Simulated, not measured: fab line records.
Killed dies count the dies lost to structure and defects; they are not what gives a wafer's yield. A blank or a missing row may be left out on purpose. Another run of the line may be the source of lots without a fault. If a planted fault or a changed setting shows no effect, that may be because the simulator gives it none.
fab line records	flow sky130
record lots=13	wafers=39	lastDay=50
route steps=708 shown FIELD_ISO@3 PWDE@55 NWELL@64 PAD_OPEN@708
lots with no fault: from the same line, run without faults
startH: start of the lot's first displayed wafer, in hours after the record's first day	waitH: time in hours since the lot's previous step	" as in the row above	L1.1+2: one row covering several wafers at once	- no value, or no start given	* or withheld: withheld	< > ~ a bound
route shown NAME@n: NAME is a module with steps in the file, n the number in the route of the first one	usual: the fault-free wafers' mean and standard deviation	same: alike in all rows	chamber/n: place in a boat	sites: per-site readings	_std_site: the standard deviation of these	_edge_site: outer sites' mean less inner sites'	radiusMm: for every site, how far away it sits from the centre of the wafer	mask NAME#n: copy n	behind: the last tool/chamber to shape the wafer	hold: why the lot was held/for how many hours/how that ended	device: names the non-switching transistor (n, p or np)	end of line: the same wafers' tests at the end of the route	for a step that has no rows: nothing shown but its recipe	killed: dies that structure and defects cost at the first sort, which is not the same as the wafer's yield	map: shows each die of a wafer: x if killed, . if not, _ if none is there
set.NAME: the setting that was run; set.NAME@STEP: the one run at that earlier step	model.NAME: the simulator's own value behind a step, which no gauge read
one table for each step of the route and one row for each wafer, over a sample of lots
services: a tool's chamber out of use, with start hour (startH, from the record's first day; less than 0 if before it), hours out, and reason
## steps
# step SKY_FIELD_ISO_THK_MEAS_02
# recipe reads=SiO2_of_FIELD_ISO_OXIDATION_01
# usual FIELD_ISO_OXIDATION_00_THK=11.98/0.23
lot.wafer	tool	chamber	startH	waitH	FIELD_ISO_OXIDATION_00_THK[nm]
L326.2	filmMetro-04	-	12.08	0.0	12.29
L326.3	"	-	"	"	11.87
L326.6	"	-	"	"	12.04
L327.3	filmMetro-04	-	16.65	0.0	12.18
L327.4	"	-	"	"	12.22
L327.5	"	-	"	"	12.06
L328.1	filmMetro-04	-	21.89	0.0	11.75
L328.3	"	-	"	"	11.70
L328.4	"	-	"	"	11.87
L329.1	filmMetro-03	-	28.91	0.0	12.49
L329.2	"	-	"	"	12.30
L329.6	"	-	"	"	12.49
L332.4	filmMetro-02	-	44.74	0.0	11.66
L332.5	"	-	"	"	11.62
L332.6	"	-	"	"	11.67
L336.1	filmMetro-02	-	62.24	0.0	12.06
L336.2	"	-	"	"	12.06
L336.4	"	-	"	"	11.95
L337.2	filmMetro-04	-	66.64	0.0	12.53
L337.5	"	-	"	"	12.62
L337.6	"	-	"	"	12.65
L340.4	filmMetro-02	-	82.70	0.0	12.41
L340.5	"	-	"	"	12.13
L340.6	"	-	"	"	12.35
L341.2	filmMetro-04	-	87.09	0.0	11.95
L341.3	"	-	"	"	11.97
L341.6	"	-	"	"	11.84
L342.1	filmMetro-02	-	92.13	0.0	11.79
L342.2	"	-	"	"	11.74
L342.4	"	-	"	"	11.61
L347.2	filmMetro-03	-	116.64	0.0	11.97
L347.3	"	-	"	"	12.05
L347.5	"	-	"	"	11.91
L348.2	filmMetro-03	-	122.41	0.0	12.31
L348.3	"	-	"	"	12.35
L348.4	"	-	"	"	12.05
L349.2	filmMetro-02	-	126.85	0.0	11.88
L349.3	"	-	"	"	12.02
L349.4	"	-	"	"	12.08
# step SKY_FIELD_ISO_THK_MEAS_23
# recipe reads=SiO2_of_FIELD_ISO_OXIDATION_22
# usual FIELD_ISO_OXIDATION_01_THK=9.94/0.22
lot.wafer	tool	chamber	startH	waitH	FIELD_ISO_OXIDATION_01_THK[nm]
L326.2	filmMetro-04	-	34.44	0.0	9.96
L326.3	"	-	"	"	10.02
L326.6	"	-	"	"	10.08
L327.3	filmMetro-04	-	39.80	0.0	10.26
L327.4	"	-	"	"	10.08
L327.5	"	-	"	"	10.16
L328.1	filmMetro-02	-	42.30	0.0	10.06
L328.3	"	-	"	"	10.13
L328.4	"	-	"	"	10.19
L329.1	filmMetro-03	-	47.80	0.0	9.78
L329.2	"	-	"	"	9.72
L329.6	"	-	"	"	9.66
L332.4	filmMetro-02	-	64.25	0.0	9.97
L332.5	"	-	"	"	10.00
L332.6	"	-	"	"	9.93
L336.1	filmMetro-02	-	84.45	0.0	9.68
L336.2	"	-	"	"	9.71
L336.4	"	-	"	"	9.69
L337.2	filmMetro-02	-	87.32	0.0	9.81
L337.5	"	-	"	"	10.07
L337.6	"	-	"	"	9.91
L340.4	filmMetro-03	-	105.51	0.0	10.56
L340.5	"	-	"	"	10.30
L340.6	"	-	"	"	10.38
L341.2	filmMetro-02	-	109.07	0.0	9.92
L341.3	"	-	"	"	9.87
L341.6	"	-	"	"	9.92
L342.1	filmMetro-03	-	115.48	0.0	9.92
L342.2	"	-	"	"	10.01
L342.4	"	-	"	"	10.05
L347.2	filmMetro-02	-	140.08	0.0	10.12
L347.3	"	-	"	"	10.01
L347.5	"	-	"	"	10.12
L348.2	filmMetro-02	-	144.62	0.0	10.10
L348.3	"	-	"	"	10.18
L348.4	"	-	"	"	10.14
L349.2	filmMetro-04	-	149.37	0.0	9.88
L349.3	"	-	"	"	9.85
L349.4	"	-	"	"	9.88
# step SKY_PWDE_TW_MEAS_10
# usual PWDE_TW=372.6/2.6
lot.wafer	tool	chamber	startH	waitH	PWDE_TW
L326.2	filmMetro-02	-	75.05	0.1	375.0
L326.3	"	-	"	"	372.7
L326.6	"	-	"	"	374.5
L327.3	filmMetro-04	-	80.21	0.1	375.2
L327.4	"	-	"	"	374.1
L327.5	"	-	"	"	374.5
L328.1	filmMetro-02	-	82.31	0.1	371.9
L328.3	"	-	"	"	372.1
L328.4	"	-	"	"	372.6
L329.1	filmMetro-01	-	85.51	0.1	368.4
L329.2	"	-	"	"	369.5
L329.6	"	-	"	"	369.3
L332.4	filmMetro-04	-	102.94	0.1	372.8
L332.5	"	-	"	"	370.6
L332.6	"	-	"	"	372.7
L336.1	filmMetro-01	-	124.95	0.1	370.0
L336.2	"	-	"	"	370.3
L336.4	"	-	"	"	367.8
L337.2	filmMetro-04	-	129.35	0.1	372.4
L337.5	"	-	"	"	374.5
L337.6	"	-	"	"	373.1
L340.4	filmMetro-02	-	147.54	0.1	375.4
L340.5	"	-	"	"	374.0
L340.6	"	-	"	"	375.6
L341.2	filmMetro-02	-	151.17	0.1	374.7
L341.3	"	-	"	"	375.6
L341.6	"	-	"	"	374.2
L342.1	filmMetro-02	-	158.56	0.1	377.0
L342.2	"	-	"	"	375.9
L342.4	"	-	"	"	376.8
L347.2	filmMetro-02	-	186.71	0.1	373.2
L347.3	"	-	"	"	373.9
L347.5	"	-	"	"	374.3
L348.2	filmMetro-02	-	189.45	0.1	374.9
L348.3	"	-	"	"	376.4
L348.4	"	-	"	"	374.7
L349.2	filmMetro-02	-	195.11	0.1	374.7
L349.3	"	-	"	"	372.4
L349.4	"	-	"	"	372.1
# step SKY_NWELL_IMPLANT_11
# recipe species=P	energyKev=400	doseCm2=1.9e+13	tiltDeg=withheld
# usual beamEnergyKeV=400.01/0.12
lot.wafer	tool	chamber	startH	waitH	beamEnergyKeV
L326.2	implanter-04	0	91.33	0.0	400.31
L326.3	"	0	"	"	400.01
L326.6	"	0	"	"	400.13
L327.3	implanter-02	0	97.21	0.1	400.17
L327.4	"	0	"	"	399.82
L327.5	"	0	"	"	400.06
L328.1	implanter-01	0	99.16	0.0	400.09
L328.3	"	0	"	"	399.97
L328.4	"	0	"	"	399.96
L329.1	implanter-02	0	102.86	0.0	399.94
L329.2	"	0	"	"	399.83
L329.6	"	0	"	"	399.98
L332.4	implanter-01	0	120.78	0.1	400.01
L332.5	"	0	"	"	399.83
L332.6	"	0	"	"	399.95
L336.1	implanter-02	0	143.46	0.0	400.15
L336.2	"	0	"	"	400.15
L336.4	"	0	"	"	400.04
L337.2	implanter-02	0	148.98	0.0	376.93
L337.5	"	0	"	"	377.04
L337.6	"	0	"	"	376.96
L340.4	implanter-02	0	167.38	0.1	377.07
L340.5	"	0	"	"	377.18
L340.6	"	0	"	"	376.95
L341.2	implanter-04	0	171.33	0.0	400.17
L341.3	"	0	"	"	400.02
L341.6	"	0	"	"	399.99
L342.1	implanter-01	0	179.31	0.0	400.16
L342.2	"	0	"	"	400.19
L342.4	"	0	"	"	399.99
L347.2	implanter-01	0	208.73	0.0	400.21
L347.3	"	0	"	"	400.04
L347.5	"	0	"	"	400.02
L348.2	implanter-01	0	210.53	0.0	400.17
L348.3	"	0	"	"	399.91
L348.4	"	0	"	"	400.11
L349.2	implanter-01	0	216.02	0.0	400.01
L349.3	"	0	"	"	399.98
L349.4	"	0	"	"	400.17
# step SKY_NWELL_RS_MEAS_29
# recipe thkMeasGauge=four-point-probe
# usual NWELL_RS=624.5/1.8
lot.wafer	tool	chamber	startH	waitH	hold	NWELL_RS[ohm/sq]
L326.2	filmMetro-04	-	109.74	0.1	-	624.1
L326.3	"	-	"	"	-	625.9
L326.6	"	-	"	"	-	625.7
L327.3	filmMetro-04	-	116.05	0.1	-	627.2
L327.4	"	-	"	"	-	626.5
L327.5	"	-	"	"	-	627.9
L328.1	filmMetro-04	-	118.17	0.1	-	623.6
L328.3	"	-	"	"	-	624.3
L328.4	"	-	"	"	-	624.7
L329.1	filmMetro-04	-	122.11	0.1	-	624.3
L329.2	"	-	"	"	-	624.6
L329.6	"	-	"	"	-	625.5
L332.4	filmMetro-01	-	140.73	0.1	-	625.8
L332.5	"	-	"	"	-	625.8
L332.6	"	-	"	"	-	623.1
L336.1	filmMetro-01	-	163.87	0.1	-	624.0
L336.2	"	-	"	"	-	623.7
L336.4	"	-	"	"	-	623.5
L337.2	filmMetro-02	-	170.63	0.1	awaitDispo/0.2h/release	632.1
L337.5	"	-	"	"	awaitDispo/0.2h/release	632.3
L337.6	"	-	"	"	awaitDispo/0.2h/release	632.6
L337.2	filmMetro-02	-	170.99	0.3	-	632.1
L337.5	"	-	"	"	-	633.3
L337.6	"	-	"	"	-	633.5
L340.4	filmMetro-01	-	189.83	0.1	awaitDispo/0.2h/release	635.3
L340.5	"	-	"	"	awaitDispo/0.2h/release	637.3
L340.6	"	-	"	"	awaitDispo/0.2h/release	635.4
L340.4	filmMetro-01	-	190.19	0.3	-	635.6
L340.5	"	-	"	"	-	635.0
L340.6	"	-	"	"	-	634.5
L341.2	filmMetro-01	-	193.29	0.1	-	626.7
L341.3	"	-	"	"	-	627.0
L341.6	"	-	"	"	-	627.1
L342.1	filmMetro-02	-	201.27	0.1	-	622.8
L342.2	"	-	"	"	-	622.1
L342.4	"	-	"	"	-	622.0
L347.2	filmMetro-02	-	231.39	0.1	-	623.3
L347.3	"	-	"	"	-	624.5
L347.5	"	-	"	"	-	623.0
L348.2	filmMetro-01	-	233.79	0.1	-	626.6
L348.3	"	-	"	"	-	626.5
L348.4	"	-	"	"	-	623.6
L349.2	filmMetro-02	-	239.64	0.1	-	626.9
L349.3	"	-	"	"	-	624.5
L349.4	"	-	"	"	-	625.0
# step SKY_PAD_OPEN_PROBE_99
# usual killed_at_M0_to_M3=44/6.8	killed_at_M4_up=3.4/2	killedAtContacts=24/5.2	killedAtFrontEnd=15/5.2	killedAtOther=0.2/0.46	killedDies=87/9.8	killedOnRim=17/3.8	killedOpen=47/7.5	killedShort=39/6.8
# same grossDies=492	killedAtBackSide=0
lot.wafer	tool	chamber	startH	waitH	killed_at_M0_to_M3	killed_at_M4_up	killedAtContacts	killedAtFrontEnd	killedAtOther	killedDies	killedOnRim	killedOpen	killedShort
L326.2	prober-02	-	1081.35	0.1	43	2	27	13	0	85	23	53	32
L326.3	prober-02	-	1081.40	0.2	43	4	19	20	1	87	20	48	39
L326.6	prober-02	-	1081.55	0.2	49	5	20	16	0	90	19	45	45
L328.1	prober-02	-	1089.34	0.1	47	5	28	10	1	91	13	44	47
L328.3	prober-02	-	1089.44	0.2	51	2	30	21	0	104	22	51	53
L328.4	prober-02	-	1089.49	0.2	43	3	28	20	0	94	17	56	38
L329.1	prober-01	-	1095.38	0.1	35	3	26	29	1	94	17	51	43
L329.2	prober-01	-	1095.43	0.1	35	2	23	18	0	78	12	44	34
L329.6	prober-01	-	1095.63	0.2	41	3	19	17	0	80	16	44	36
L332.4	prober-02	-	1113.49	0.2	30	2	27	11	0	70	12	36	34
L332.5	prober-02	-	1113.54	0.2	39	5	23	15	0	82	15	40	42
L332.6	prober-02	-	1113.59	0.2	47	8	19	19	0	93	15	52	41
L336.1	prober-02	-	1136.76	0.1	38	1	22	13	0	74	11	42	32
L336.2	prober-02	-	1136.81	0.1	42	2	16	17	0	77	9	51	26
L336.4	prober-02	-	1136.91	0.2	39	3	24	27	1	94	20	46	48
L340.4	prober-02	-	1158.25	0.2	44	1	22	25	0	92	24	55	37
L340.5	prober-02	-	1158.30	0.2	51	0	28	15	1	95	21	53	42
L340.6	prober-02	-	1158.35	0.2	33	4	17	13	1	68	11	38	30
L341.2	prober-01	-	1162.84	0.1	46	5	27	11	0	89	12	40	49
L341.3	prober-01	-	1162.89	0.2	41	1	23	11	0	76	15	42	34
L341.6	prober-01	-	1163.04	0.2	46	4	27	8	0	85	21	43	42
L347.2	prober-01	-	1191.28	0.1	33	4	24	14	1	76	19	42	34
L347.3	prober-01	-	1191.33	0.2	48	5	26	17	0	96	15	53	43
L347.5	prober-01	-	1191.43	0.2	50	0	27	20	0	97	20	64	33
L349.2	prober-01	-	1196.54	0.1	48	4	30	13	0	95	18	49	46
L349.3	prober-01	-	1196.59	0.2	53	3	23	14	0	93	10	57	36
L349.4	prober-01	-	1196.64	0.2	52	7	22	12	2	95	20	51	44
# killed by level:class
L326.2 LI_CONTACT:geometricParticle:open=10 VIA2:geometricParticle:open=9 VIA1:geometricParticle:open=8 VIA3:geometricParticle:open=8 CONTACT:geometricParticle:short=7 METAL1:geometricParticle:short=5 VIA1:geometricParticle:short=5 FIELD_ISO:geometricParticle:open=3
L326.3 METAL1:geometricParticle:short=10 VIA1:geometricParticle:open=10 POLY_GATE:geometricParticle:short=7 LI_CONTACT:geometricParticle:open=7 VIA3:geometricParticle:open=7 CONTACT:geometricParticle:open=6 VIA2:geometricParticle:open=6 POLY_GATE:geometricParticle:open=5
L326.6 POLY_GATE:geometricParticle:short=8 VIA2:geometricParticle:open=8 CONTACT:geometricParticle:open=8 VIA1:geometricParticle:open=8 VIA3:geometricParticle:open=7 METAL1:geometricParticle:short=6 VIA3:geometricParticle:short=6 LI_CONTACT:geometricParticle:open=5
L328.1 VIA1:geometricParticle:open=14 METAL1:geometricParticle:short=11 LI_CONTACT:geometricParticle:open=8 LOCAL_INTERCONNECT:geometricParticle:short=6 CONTACT:geometricParticle:open=6 CONTACT:geometricParticle:short=5 VIA1:geometricParticle:short=4 METAL2:geometricParticle:short=4
L328.3 LI_CONTACT:geometricParticle:open=10 CONTACT:geometricParticle:open=10 METAL1:geometricParticle:short=10 VIA1:geometricParticle:short=8 VIA2:geometricParticle:open=8 VIA1:geometricParticle:open=7 CONTACT:geometricParticle:short=6 POLY_GATE:geometricParticle:short=5
L328.4 CONTACT:geometricParticle:open=14 VIA1:geometricParticle:open=13 POLY_GATE:geometricParticle:short=8 FIELD_ISO:geometricParticle:open=6 LI_CONTACT:geometricParticle:open=6 CONTACT:geometricParticle:short=5 VIA2:geometricParticle:short=5 VIA2:geometricParticle:open=5
L329.1 CONTACT:geometricParticle:open=9 FIELD_ISO:geometricParticle:open=8 LI_CONTACT:geometricParticle:open=8 FIELD_ISO:geometricParticle:short=7 VIA1:geometricParticle:open=7 METAL1:geometricParticle:short=5 METAL2:geometricParticle:short=5 POLY_GATE:geometricParticle:open=4
L329.2 VIA1:geometricParticle:open=13 CONTACT:geometricParticle:open=11 METAL1:geometricParticle:short=7 FIELD_ISO:geometricParticle:short=4 VIA3:geometricParticle:open=4 LI_CONTACT:geometricParticle:open=4 FIELD_ISO:geometricParticle:open=3 POLY_GATE:geometricParticle:open=3
L329.6 CONTACT:geometricParticle:open=10 VIA2:geometricParticle:open=10 VIA1:geometricParticle:open=8 POLY_GATE:geometricParticle:short=7 VIA3:geometricParticle:open=6 METAL1:geometricParticle:short=5 FIELD_ISO:geometricParticle:open=4 FIELD_ISO:geometricParticle:short=4
L332.4 CONTACT:geometricParticle:open=9 LI_CONTACT:geometricParticle:open=8 FIELD_ISO:geometricParticle:short=7 VIA3:geometricParticle:open=6 VIA2:geometricParticle:short=5 LI_CONTACT:geometricParticle:short=4 LOCAL_INTERCONNECT:geometricParticle:short=4 METAL1:geometricParticle:short=4
L332.5 VIA1:geometricParticle:open=12 CONTACT:geometricParticle:open=8 CONTACT:geometricParticle:short=7 METAL2:geometricParticle:short=7 FIELD_ISO:geometricParticle:short=5 FIELD_ISO:geometricParticle:open=5 LOCAL_INTERCONNECT:geometricParticle:short=4 VIA2:geometricParticle:open=4
L332.6 VIA3:geometricParticle:open=10 CONTACT:geometricParticle:open=9 FIELD_ISO:geometricParticle:short=8 VIA1:geometricParticle:open=8 METAL1:geometricParticle:short=6 FIELD_ISO:geometricParticle:open=5 LI_CONTACT:geometricParticle:open=5 METAL4:geometricParticle:short=5
L336.1 CONTACT:geometricParticle:open=10 VIA1:geometricParticle:open=8 VIA3:geometricParticle:open=8 CONTACT:geometricParticle:short=5 POLY_GATE:geometricParticle:short=5 VIA1:geometricParticle:short=5 POLY_GATE:geometricParticle:open=4 LI_CONTACT:geometricParticle:open=4
L336.2 VIA1:geometricParticle:open=16 VIA3:geometricParticle:open=7 LI_CONTACT:geometricParticle:open=5 CONTACT:geometricParticle:open=5 FIELD_ISO:geometricParticle:short=4 LI_CONTACT:geometricParticle:short=4 VIA2:geometricParticle:open=4 FIELD_ISO:geometricParticle:open=3
L336.4 POLY_GATE:geometricParticle:short=10 LI_CONTACT:geometricParticle:open=9 FIELD_ISO:geometricParticle:short=8 VIA1:geometricParticle:open=8 CONTACT:geometricParticle:open=7 VIA3:geometricParticle:open=6 METAL1:geometricParticle:short=6 VIA2:geometricParticle:open=6
L340.4 VIA2:geometricParticle:open=11 CONTACT:geometricParticle:open=10 VIA3:geometricParticle:open=8 FIELD_ISO:geometricParticle:short=7 FIELD_ISO:geometricParticle:open=6 POLY_GATE:geometricParticle:open=6 CONTACT:geometricParticle:short=5 METAL1:geometricParticle:short=5
L340.5 CONTACT:geometricParticle:open=15 VIA1:geometricParticle:open=10 METAL1:geometricParticle:short=9 VIA2:geometricParticle:open=7 LOCAL_INTERCONNECT:geometricParticle:short=6 VIA3:geometricParticle:open=5 FIELD_ISO:geometricParticle:short=4 LI_CONTACT:geometricParticle:open=4
L340.6 CONTACT:geometricParticle:open=7 FIELD_ISO:geometricParticle:open=6 VIA2:geometricParticle:open=6 VIA1:geometricParticle:open=6 METAL1:geometricParticle:short=5 VIA3:geometricParticle:open=5 VIA1:geometricParticle:short=4 FIELD_ISO:geometricParticle:short=3
L341.2 VIA1:geometricParticle:open=9 VIA3:geometricParticle:open=8 CONTACT:geometricParticle:short=7 METAL2:geometricParticle:short=7 METAL1:geometricParticle:short=6 LI_CONTACT:geometricParticle:open=6 LOCAL_INTERCONNECT:geometricParticle:short=5 FIELD_ISO:geometricParticle:short=4
L341.3 CONTACT:geometricParticle:open=9 VIA1:geometricParticle:open=7 VIA3:geometricParticle:open=6 METAL2:geometricParticle:short=5 VIA1:geometricParticle:short=5 VIA2:geometricParticle:open=5 LI_CONTACT:geometricParticle:open=4 CONTACT:geometricParticle:short=4
L341.6 CONTACT:geometricParticle:open=13 VIA1:geometricParticle:open=13 METAL2:geometricParticle:short=11 CONTACT:geometricParticle:short=5 METAL1:geometricParticle:short=5 FIELD_ISO:geometricParticle:short=4 LI_CONTACT:geometricParticle:open=4 LOCAL_INTERCONNECT:geometricParticle:short=3
L347.2 VIA1:geometricParticle:open=10 CONTACT:geometricParticle:open=8 LI_CONTACT:geometricParticle:open=5 VIA3:geometricParticle:open=5 VIA3:geometricParticle:short=5 LOCAL_INTERCONNECT:geometricParticle:short=4 CONTACT:geometricParticle:short=4 VIA2:geometricParticle:open=4
L347.3 VIA2:geometricParticle:open=10 LI_CONTACT:geometricParticle:open=8 VIA1:geometricParticle:open=8 METAL1:geometricParticle:short=7 VIA3:geometricParticle:open=6 CONTACT:geometricParticle:short=6 CONTACT:geometricParticle:open=5 METAL2:geometricParticle:short=5
L347.5 VIA1:geometricParticle:open=20 LI_CONTACT:geometricParticle:open=8 VIA2:geometricParticle:open=8 POLY_GATE:geometricParticle:open=7 CONTACT:geometricParticle:open=6 LOCAL_INTERCONNECT:geometricParticle:short=6 POLY_GATE:geometricParticle:short=5 METAL2:geometricParticle:short=5
L349.2 LI_CONTACT:geometricParticle:open=10 VIA1:geometricParticle:open=10 VIA3:geometricParticle:open=7 VIA2:geometricParticle:open=7 CONTACT:geometricParticle:short=6 LOCAL_INTERCONNECT:geometricParticle:short=6 VIA1:geometricParticle:short=5 METAL1:geometricParticle:short=5
L349.3 VIA1:geometricParticle:open=16 VIA3:geometricParticle:open=9 CONTACT:geometricParticle:open=7 LI_CONTACT:geometricParticle:open=6 CONTACT:geometricParticle:short=6 VIA1:geometricParticle:short=5 VIA2:geometricParticle:open=5 METAL3:geometricParticle:short=5
L349.4 VIA1:geometricParticle:open=13 VIA3:geometricParticle:open=11 CONTACT:geometricParticle:open=8 METAL1:geometricParticle:short=7 CONTACT:geometricParticle:short=6 VIA2:geometricParticle:open=5 VIA3:geometricParticle:short=5 VIA1:geometricParticle:short=4
## services
tool	chamber	startH	hours	kind
implanter-04	-	69.50	2.5	repair
implanter-02	-	73.32	2.3	repair
implanter-04	-	79.67	3.9	pm
implanter-01	-	92.39	2.6	repair
implanter-01	-	118.58	1.8	repair
implanter-02	-	122.89	2.3	pm
implanter-01	-	131.04	5.2	repair
implanter-02	-	133.29	3.7	repair
implanter-04	-	191.82	0.7	repair
## key
firstSign step=SKY_NWELL_IMPLANT_11	reading=beamEnergyKeV	direction=down	sigmas=99+	usual=*	struck=*
effect step=SKY_NWELL_RS_MEAS_29	reading=visit	direction=added
effect step=SKY_NWELL_RS_MEAS_29	reading=NWELL_RS	direction=up	sigmas=5.3	usual=624.5	struck=634.2
metAt SKY_NWELL_IMPLANT_11
struckLots L337,L340
testerLeftOut L337,L340
notActingAt SKY_FIELD_ISO_THK_MEAS_02,SKY_FIELD_ISO_THK_MEAS_23,SKY_PWDE_TW_MEAS_10
onsetBetween 143.46 148.98
fault kind=processParameterDrift	tool=implanter-02	chamber=-	onsetH=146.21	steps=SKY_NWELL_IMPLANT_11	channel=energyKev	offset=*	shape=step	endH=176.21	actsIn=*	stated=*
# testerLeftOut: of these lots the tester's yield and bins aren't shown, on N5 and GAA mostly nor the transistor test; their killed dies are dies lost to structure and defects alone, not to doping, threshold or leakage, so they don't give the yield
